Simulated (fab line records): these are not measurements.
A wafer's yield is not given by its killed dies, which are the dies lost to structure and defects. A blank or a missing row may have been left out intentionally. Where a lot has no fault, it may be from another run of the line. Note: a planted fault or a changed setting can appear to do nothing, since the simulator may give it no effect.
Code-filled problem report in 8D (eight disciplines) form | flow sky130 | the parts of the form that need people (team, actions taken, sign-off) are left out

1. THE PROBLEM
Mean of killed_at_M0_to_M3 at SKY_PAD_OPEN_PROBE_99: 98 across 3 wafers in 2 lots; on wafers with no fault it is 43 (standard deviation 6.6). That puts it +8.4 standard deviations away from the usual mean.
Earliest sighting: wafer L360.4 on prober-01 at day 50 02:50. Wafers with a number at this step in the record: 15, from 5 lots. By rule, "out" or "out of limits" means more than 4 standard deviations away from the usual mean. All remaining wafers that have a number are taken as sound.

2. WHAT IT IS AND WHAT IT IS NOT
question                    | is                                                                                                | is not
which readings at this step | killed_at_M0_to_M3, defectLimitedYield, killedDies, sort_bin_3_pad_short, sortNPass, sortYieldPct | killed_at_M4_up, killedAtContacts, killedAtFrontEnd, killedOpen, killedShort
which lots                  | L360, L363                                                                                        | L347, L348, L354
which wafers of those lots  | L360.4, L363.1, L363.6                                                                            | L360.2, L360.6, L363.3
read on which tools         | prober-01, prober-02                                                                              | -
when                        | from day 50 02:50                                                                                 | up to then (10 sound wafers); but 2 sound wafers of L360, L363 came after

3. SUSPECTS, AND WHAT RULES EACH OUT
Counting: a tool at a process step up to the reading stays a suspect if it ran every lot that is out. Sound lots after the first of them don't rule it out here, since some wafers of a struck lot are sound.
- pvdSputter-03 at SKY_METAL1_SPUTTER_02 (material AlCu, target thk 250 nm, time 13.3 s): kept. It processed each lot that is out (first: L360, day 37 09:59); up to then, its last sound lot is L347 (day 34 03:41).
The count leaves pvdSputter-03 at SKY_METAL1_SPUTTER_02.

4. THE CAUSE (what the simulator had put in)
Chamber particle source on pvdSputter-03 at SKY_METAL1_SPUTTER_02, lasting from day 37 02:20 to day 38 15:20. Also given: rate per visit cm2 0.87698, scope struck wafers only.
The count eliminated every tool but this one.

5. SEQUENCE OF EFFECTS, ordered by route
Each row: a reading whose mean over the struck wafers that have a number lies more than 3 standard deviations from the usual. Only readings whose record carries a usual standard deviation are examined. hours: median over the lots of the time between each lot's start at the first step of this table that gives one and its start at this step. sigmas: the change, counted in usual standard deviations.
hours | step                  | reading              | usual  | on struck wafers | change | sigmas
0     | SKY_PAD_OPEN_PROBE_99 | defectLimitedYield   | 82.6 % | 72.7             | -9.9   | -5.5
0     | SKY_PAD_OPEN_PROBE_99 | killed_at_M0_to_M3   | 43     | 98               | +55    | +8.4
0     | SKY_PAD_OPEN_PROBE_99 | killedDies           | 86     | 134              | +48    | +5.5
0     | SKY_PAD_OPEN_PROBE_99 | sort_bin_3_pad_short | 0.8 %  | 3.0              | +2.2   | +5.9
0     | SKY_PAD_OPEN_PROBE_99 | sort_bin_5_function  | 10.2 % | 16.3             | +6.1   | +4.4
0     | SKY_PAD_OPEN_PROBE_99 | sortNPass            | 406    | 358              | -48    | -5.5
0     | SKY_PAD_OPEN_PROBE_99 | sortYieldPct         | 82.6 % | 72.7             | -9.9   | -5.5
Its process steps:
- SKY_PAD_OPEN_PROBE_99

6. WHAT WOULD HAVE CAUGHT IT SOONER
In this record no reading fell out of limits until day 50 02:50, 312 hours after the fault had begun at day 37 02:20.
No tool reading at SKY_METAL1_SPUTTER_02 that has a usual standard deviation in the record was out on any struck wafer, so an alarm limit of 4 standard deviations on those readings would not have fired.
All the lots that are out (2) had begun SKY_METAL1_SPUTTER_02 on pvdSputter-03 by day 50 02:50. Holding the tool at that point would not have protected any of them.
